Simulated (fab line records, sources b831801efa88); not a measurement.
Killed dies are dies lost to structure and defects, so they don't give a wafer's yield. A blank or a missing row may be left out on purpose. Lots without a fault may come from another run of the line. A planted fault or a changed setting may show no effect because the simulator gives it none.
fab line records | flow sfq_line
record lots=6 wafers=18 last_day=95
route steps=325 shown C5@247 M6@251
lots that met no fault: from a run of the same line without faults
start_h: hours from the record's first day to the start of the lot's first wafer shown | wait_h: hours since the lot's step before | " the same as in the row above | L1.1+2: a row that stands for several wafers | - no value, or no start given | * or withheld: withheld | < > ~ a bound
route shown NAME@n: a module of which the file shows steps, and the number in the route of the first | usual: mean/standard deviation of fault-free wafers | same: alike in all rows | chamber/n: place in a boat | sites: the reading at each site | _std_site: their standard deviation | _edge_site: outer sites' mean less inner sites' | radius_mm: how far each site lies from the wafer's centre | mask NAME#n: copy n | behind: the tool/chamber that last shaped the wafer | hold: why the lot was held/for how many hours/how that ended | device: the transistor (n, p or np) that didn't switch | end of line: the same wafers' tests at the end of the route | a step without rows: its recipe alone | killed: dies lost to structure and defects at the first sort, not the wafer's yield | map: a wafer's dies, x killed, . not, _ none there
set.NAME: the setting as run; set.NAME@STEP: as run at that earlier step | model.NAME: the simulator's own value behind a step, which no gauge read
lots at some steps of the route; a table a step, a row a wafer
services: from which hour (start_h, from the record's first day; less than 0 if before it) a tool's chamber was out of use, for how many hours, and why
## steps
# step SFQ_TRILAYER_C5_BARC_OPEN_VIA_ETCH_210
# recipe mask_material=PR chemistry=O2 target_depth_nm=125 target=BARC source_w=500 bias_w=80 pressure_mtorr=30 time_s=41.7
# usual bias_w=80.02/0.25 drypump_motor_current_A=5.6/0.51 oes_product_au=0.685/0.0043
# columns lot.wafer tool chamber start_h wait_h bias_w drypump_motor_current_A oes_product_au rf_hours_counter_h
L283.2 rie_diel-02 3 1541.97 0.0 79.61 6.0 0.682 4
L283.3 " 0 " " 79.88 5.6 0.690 11
L283.6 " 2 " " 80.01 5.1 0.690 -
L284.2 rie_diel-01 3 1626.13 0.0 79.93 5.7 0.692 11
L284.3 " 0 " " 79.99 5.4 0.688 14
L284.5 " 2 " " 79.92 6.0 0.690 -
L295.3 rie_diel-04 0 1845.81 0.0 80.04 6.6 0.684 2
L295.4 " 1 " " 79.94 5.6 0.691 18
L295.5 " 1 " " 79.98 5.6 0.681 -
L296.3 rie_diel-02 3 1851.81 0.0 79.52 6.0 0.683 8
L296.4 " 0 " " 80.20 5.6 0.690 16
L296.5 " 0 " " 80.47 5.6 0.681 -
L298.1 rie_diel-04 0 1859.01 0.0 79.79 6.6 0.686 2
L298.5 " 0 " " 79.70 6.5 0.683 -
L298.6 " 3 " " 80.33 5.0 0.684 -
L303.1 rie_diel-02 0 1891.93 0.0 80.41 5.6 0.682 16
L303.2 " 2 " " 80.20 5.1 0.686 19
L303.5 " 3 " " 80.07 6.0 0.678 -
# step SFQ_TRILAYER_C5_ETCH_VIA_ETCH_154
# recipe target=SiO2 mask_material=PR chemistry=CHF3 target_depth_nm=84 source_w=500 bias_w=80 pressure_mtorr=30 time_s=withheld stop_on=Nb
# usual bias_w=79.98/0.25 drypump_motor_current_A=5.6/0.51 oes_product_au=0.891/0.0092
# columns lot.wafer tool chamber start_h wait_h bias_w drypump_motor_current_A oes_product_au
L283.2 rie_diel-02 3 1542.01 0.0 80.19 6.0 0.878
L283.3 " 0 " " 80.41 5.6 0.894
L283.6 " 2 " " 79.95 5.1 0.889
L284.2 rie_diel-01 3 1626.17 0.0 80.02 5.7 0.901
L284.3 " 0 " " 80.15 5.4 0.886
L284.5 " 2 " " 80.28 6.1 0.895
L295.3 rie_diel-04 0 1845.85 0.0 80.20 6.6 0.886
L295.4 " 1 " " 79.85 5.6 0.912
L295.5 " 1 " " 79.97 5.6 0.898
L296.3 rie_diel-02 3 1851.85 0.0 80.19 6.0 0.896
L296.4 " 0 " " 80.12 5.7 0.904
L296.5 " 0 " " 80.43 5.6 0.912
L298.1 rie_diel-04 0 1859.05 0.0 79.75 6.6 0.880
L298.5 " 0 " " 79.67 6.6 0.889
L298.6 " 3 " " 80.25 4.9 0.903
L303.1 rie_diel-02 0 1891.97 0.0 80.03 5.6 0.887
L303.2 " 2 " " 79.73 5.1 0.897
L303.5 " 3 " " 80.38 6.0 0.912
# step SFQ_TRILAYER_C5_STRIP_STRIP_155
# recipe gas=O2 power_w=200 platen_temp_c=40 overash_fraction=0.65 chemistry=O2 pressure_mtorr=50
# usual drypump_motor_current_A=5.7/0.37 oes_product_au=1.004/0.007
# columns lot.wafer tool chamber start_h wait_h drypump_motor_current_A oes_product_au rf_hours_counter_h
L283.2 rie_metal-01 1 1542.05 - 5.5 1.005 87
L283.3 " 0 " " 5.8 1.007 -
L283.6 " 1 " " 5.5 1.011 -
L284.2 rie_metal-03 1 1626.21 - 5.3 1.001 40
L284.3 " 1 " " 5.3 1.005 -
L284.5 " 0 " " 5.4 1.005 -
L295.3 rie_metal-03 1 1846.10 - 5.3 1.001 -
L295.4 " 0 " " 5.4 1.010 -
L295.5 " 1 " " 5.3 1.007 -
L296.3 rie_metal-04 0 1852.10 - 6.2 1.005 -
L296.4 " 1 " " 6.1 0.998 -
L296.5 " 0 " " 6.2 1.008 -
L298.1 rie_metal-04 1 1859.10 - 6.0 1.000 9
L298.5 " 1 " " 6.1 1.011 -
L298.6 " 0 " " 6.2 1.016 -
L303.1 rie_metal-01 1 1892.02 - 5.5 1.013 133
L303.2 " 0 " " 5.8 0.989 113
L303.5 " 1 " " 5.5 1.019 -
# step SFQ_TRILAYER_C5_STRIP_SOLV_CLEAN_156
# recipe chemistry=NMP temp_c=70 time_s=600
# step SFQ_TRILAYER_M6_DEP_PRE_CLEAN_158
# recipe gas=Ar time_s=22.5 bias_v=250
# step SFQ_TRILAYER_M6_DEP_SPUTTER_157
# recipe material=Nb base_pressure_pa=1.33e-06 chamber_pressure_pa=0.1333 substrate_temp_c=20 target_thk_nm=200 power_w=2000 time_s=133.3
# usual chamber_pressure_pa=0.13329/0.00028 throttle_valve_pct=29.5/1.4
# columns lot.wafer tool chamber start_h wait_h chamber_pressure_pa throttle_valve_pct
L283.2 pvd_sputter-06 - 1542.86 0.0 0.13336 27.1
L283.3 " - " " 0.13312 29.6
L283.6 " - " " 0.13309 29.8
L284.2 pvd_sputter-06 - 1627.22 0.0 0.13317 29.4
L284.3 " - " " 0.13311 27.2
L284.5 " - " " 0.13347 30.9
L295.3 pvd_sputter-03 - 1846.71 0.0 0.13265 29.5
L295.4 " - " " 0.13324 28.7
L295.5 " - " " 0.13394 31.2
L296.3 pvd_sputter-06 - 1852.71 0.0 0.13294 29.6
L296.4 " - " " 0.13309 30.1
L296.5 " - " " 0.13322 31.0
L298.1 pvd_sputter-03 - 1859.91 0.0 0.13326 28.4
L298.5 " - " " 0.13319 30.4
L298.6 " - " " 0.13354 29.5
L303.1 pvd_sputter-06 - 1892.83 0.0 0.13303 30.0
L303.2 " - " " 0.13299 30.9
L303.5 " - " " 0.13338 27.1
# step SFQ_M6_RS_MEAS_938
# recipe thk_meas_gauge=four-point-probe reads=Nb_of_TRILAYER_M6_DEP_SPUTTER_157
# usual M6_NB_RS=0.886/0.0088
# columns lot.wafer tool chamber start_h wait_h M6_NB_RS[ohm/sq]
L283.2 film_metro-03 - 1542.98 0.1 0.898
L283.3 " - " " 0.888
L283.6 " - " " 0.870
L284.2 film_metro-01 - 1627.33 0.1 0.897
L284.3 " - " " 0.911
L284.5 " - " " 0.905
L295.3 film_metro-01 - 1846.84 0.1 0.882
L295.4 " - " " 0.882
L295.5 " - " " 0.888
L296.3 film_metro-01 - 1852.84 0.1 0.888
L296.4 " - " " 0.871
L296.5 " - " " 0.881
L298.1 film_metro-04 - 1860.00 0.0 0.893
L298.5 " - " " 0.905
L298.6 " - " " 0.893
L303.1 film_metro-03 - 1892.92 0.0 0.885
L303.2 " - " " 0.883
L303.5 " - " " 0.896
# step SFQ_TRILAYER_M6_LITHO_COAT_164
# recipe resist=BARC spin_rpm=3000 resist_thk_nm=62
# step SFQ_TRILAYER_M6_LITHO_COAT_159
# recipe resist=KrF spin_rpm=3000 resist_thk_nm=600
# step SFQ_TRILAYER_M6_LITHO_SOFTBAKE_163
# recipe temp_c=withheld time_s=withheld resist=KrF
# step SFQ_TRILAYER_M6_LITHO_EXPOSE_160
# recipe mask_id=M6 na=0.6 source_shape=conventional sigma_outer=0.65 target_cd_nm=500 dose_mj=14.4
# step SFQ_TRILAYER_M6_LITHO_PEB_162
# recipe peb_temp_c=115 peb_time_s=60 resist=KrF
# usual heater_power_total_W=79.15/0.059 plate_temp_C=115.00/0.14
# columns lot.wafer tool chamber start_h wait_h heater_power_total_W plate_temp_C
L283.2 litho_track-02 0 1671.99 0.8 79.20 115.08
L283.3 " 0 " " 79.10 115.44
L283.6 " 0 " " 79.09 115.22
L284.2 litho_track-02 0 1743.83 0.8 79.14 114.87
L284.3 " 0 " " 79.09 114.89
L284.5 " 0 " " 79.15 114.94
L295.3 litho_track-02 0 1938.65 0.7 79.18 114.71
L295.4 " 0 " " 79.21 114.83
L295.5 " 0 " " 80.90 -
L296.3 litho_track-03 0 1944.91 0.9 79.12 114.87
L296.4 " 0 " " 79.11 114.99
L296.5 " 0 " " 79.17 114.88
L298.1 litho_track-02 0 1952.80 1.0 79.07 114.91
L298.5 " 0 " " 80.88 -
L298.6 " 0 " " 80.81 -
L303.1 litho_track-04 0 1990.12 1.0 79.08 115.09
L303.2 " 0 " " 79.15 114.99
L303.5 " 0 " " 79.19 115.02
# step SFQ_TRILAYER_M6_LITHO_DEVELOP_161
# recipe time_s=60 resist=KrF
# step SFQ_M6_OVL_MEAS_940
# usual M6_OVL=-2/5.6
# columns lot.wafer tool chamber start_h wait_h M6_OVL[nm]
L283.2 overlay-02 - 1672.27 0.1 4
L283.3 " - " " 1
L283.6 " - " " -2
L284.2 overlay-02 - 1744.11 0.1 12
L284.3 " - " " 2
L284.5 " - " " -1
L295.3 overlay-01 - 1938.91 0.1 -2
L295.4 " - " " -4
L295.5 " - " " 3
L296.3 overlay-01 - 1945.17 0.1 5
L296.4 " - " " 1
L296.5 " - " " 13
L298.1 overlay-01 - 1953.10 0.1 -10
L298.5 " - " " -8
L298.6 " - " " 1
L303.1 overlay-02 - 1990.42 0.1 4
L303.2 " - " " -1
L303.5 " - " " 1
# step SFQ_TRILAYER_M6_BARC_OPEN_METAL_ETCH_206
# recipe mask_material=PR chemistry=O2 target_depth_nm=125 target=BARC icp_w=600 bias_w=80 pressure_mtorr=10 time_s=41.7
# usual bias_w=80.03/0.26 drypump_motor_current_A=5.9/0.32 oes_product_au=0.685/0.0048
# columns lot.wafer tool chamber start_h wait_h bias_w drypump_motor_current_A oes_product_au rf_hours_counter_h model.M6.cd_nm
L283.2 rie_metal-02 0 1672.30 0.0 80.01 5.4 0.686 78 498.6
L283.3 " 1 " " 79.73 6.2 0.691 - 501.2
L283.6 " 1 " " 79.87 6.2 0.691 - 500.9
L284.2 rie_metal-02 1 1744.14 0.0 80.38 6.2 0.675 28 498.5
L284.3 " 1 " " 80.41 6.2 0.683 - 499
L284.5 " 0 " " 79.72 5.4 0.683 - 497.5
L295.3 rie_metal-02 0 1938.95 0.0 80.09 5.4 0.686 - 499.3
L295.4 " 1 " " 79.95 6.2 0.681 - 500.6
L295.5 " 1 " " 80.34 6.2 0.680 - 510
L296.3 rie_metal-04 0 1945.22 0.0 79.88 6.2 0.682 - 499
L296.4 " 1 " " 79.50 6.0 0.684 - 502.5
L296.5 " 0 " " 80.14 6.2 0.679 - 498.6
L298.1 rie_metal-04 1 1953.13 0.0 79.91 6.0 0.679 25 501.1
L298.5 " 1 " " 79.88 6.1 0.689 - 510.7
L298.6 " 1 " " 79.79 6.1 0.676 - 510.4
L303.1 rie_metal-01 1 1990.46 0.0 80.07 5.5 0.689 10 501.5
L303.2 " 1 " " 80.08 5.4 0.685 - 500.9
L303.5 " 1 " " 80.16 5.5 0.689 - 500.3
# step SFQ_TRILAYER_M6_ETCH_METAL_ETCH_162
# recipe target=Nb stop_on=SiO2 mask_material=PR chemistry=Cl2/Ar target_depth_nm=240 icp_w=600 bias_w=80 pressure_mtorr=10 time_s=120
# usual bias_w=79.97/0.23 drypump_motor_current_A=5.9/0.32 oes_product_au=0.897/0.007
# columns lot.wafer tool chamber start_h wait_h bias_w drypump_motor_current_A oes_product_au rf_hours_counter_h model.M6.cd_nm
L283.2 rie_metal-02 0 1672.36 0.0 79.80 5.4 0.892 78 498.8
L283.3 " 1 " " 79.61 6.2 0.888 - 502.2
L283.6 " 1 " " 79.92 6.2 0.898 - 502.7
L284.2 rie_metal-02 1 1744.20 0.0 80.07 6.2 0.898 28 500.9
L284.3 " 1 " " 80.02 6.2 0.877 - 501.3
L284.5 " 0 " " 80.16 5.4 0.886 - 498.4
L295.3 rie_metal-02 0 1939.03 0.1 80.09 5.4 0.904 - 499.8
L295.4 " 1 " " 79.82 6.2 0.905 - 503.6
L295.5 " 1 " " 79.74 6.3 0.888 - 512
L296.3 rie_metal-04 0 1945.30 0.1 80.41 6.3 0.896 - 496
L296.4 " 1 " " 79.74 6.0 0.902 - 502
L296.5 " 0 " " 80.04 6.3 0.894 - 497.1
L298.1 rie_metal-04 1 1953.25 0.1 80.02 6.0 0.892 25 500.9
L298.5 " 1 " " 79.99 6.0 0.873 - 509.6
L298.6 " 1 " " 79.88 6.0 0.892 - 509.6
L303.1 rie_metal-01 1 1990.58 0.1 79.84 5.4 0.901 10 501.6
L303.2 " 1 " " 79.61 5.5 0.902 - 500.8
L303.5 " 1 " " 80.25 5.5 0.890 - 499.1
# step SFQ_TRILAYER_M6_STRIP_STRIP_163
# recipe gas=O2 power_w=200 platen_temp_c=40 overash_fraction=0.65 chemistry=O2 pressure_mtorr=50
# usual drypump_motor_current_A=5.9/0.32 oes_product_au=1.006/0.008
# columns lot.wafer tool chamber start_h wait_h drypump_motor_current_A oes_product_au rf_hours_counter_h
L283.2 rie_metal-02 0 1672.49 0.1 5.4 1.009 78
L283.3 " 1 " " 6.2 0.995 -
L283.6 " 1 " " 6.2 0.998 -
L284.2 rie_metal-02 1 1744.32 0.1 6.3 1.002 28
L284.3 " 1 " " 6.2 1.014 -
L284.5 " 0 " " 5.4 1.008 -
L295.3 rie_metal-02 0 1939.32 0.2 5.4 0.994 -
L295.4 " 1 " " 6.3 1.006 -
L295.5 " 1 " " 6.2 1.001 -
L296.3 rie_metal-04 0 1945.58 0.2 6.2 1.005 -
L296.4 " 1 " " 6.1 1.011 -
L296.5 " 0 " " 6.2 0.991 -
L298.1 rie_metal-04 1 1953.50 0.2 6.1 1.017 26
L298.5 " 1 " " 6.0 1.007 -
L298.6 " 1 " " 6.0 1.023 -
L303.1 rie_metal-01 1 1990.83 0.2 5.5 1.008 11
L303.2 " 1 " " 5.4 1.010 -
L303.5 " 1 " " 5.5 1.009 -
## services
# columns tool chamber start_h hours kind
rie_metal-04 1 1535.69 44.0 repair
rie_diel-04 2 1542.09 8.0 repair
rie_metal-04 - 1545.24 0.8 repair
rie_metal-04 0 1545.38 7.4 repair
rie_diel-02 1 1558.83 4.6 repair
pvd_sputter-06 - 1583.50 20.3 repair
rie_diel-02 3 1587.43 1.9 repair
rie_diel-02 - 1589.72 1.8 repair
pvd_sputter-06 - 1597.28 3.2 repair
pvd_sputter-06 - 1613.41 4.8 repair
rie_diel-02 - 1640.13 2.8 pm
rie_diel-04 1 1657.94 6.8 repair
rie_metal-01 - 1697.98 1.4 pm
rie_diel-04 3 1723.94 7.1 repair
rie_metal-02 1 1724.98 5.9 repair
rie_metal-01 1 1755.90 3.2 repair
rie_diel-02 3 1807.57 18.2 repair
rie_diel-02 0 1815.14 4.6 repair
pvd_sputter-06 - 1815.70 5.2 repair
rie_diel-04 1 1850.63 3.5 repair
rie_diel-02 1 1893.40 10.8 repair
rie_diel-04 0 1897.68 9.2 repair
rie_diel-02 1 1917.26 6.6 repair
rie_metal-01 - 1979.37 2.8 pm
## key
first_sign step=SFQ_TRILAYER_M6_LITHO_PEB_162 reading=heater_power_total_W direction=up sigmas=29 usual=79.15 struck=80.86
effect none on later readings
model_effect step=SFQ_TRILAYER_M6_BARC_OPEN_METAL_ETCH_206 value=M6.cd_nm without=500.5 struck=510.4
model_effect step=SFQ_TRILAYER_M6_ETCH_METAL_ETCH_162 value=M6.cd_nm without=500.5 struck=510.4
met_at SFQ_TRILAYER_M6_LITHO_PEB_162
struck_wafers L295.5,L298.5,L298.6
onset_between 1743.83 1938.65
fault kind=process_parameter_drift tool=litho_track-02 chamber=- onset_h=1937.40 steps=SFQ_TRILAYER_M6_LITHO_PEB_162 channel=peb_time_s offset=* shape=step end_h=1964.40 scope=struck_wafers_only acts_in=* stated=*
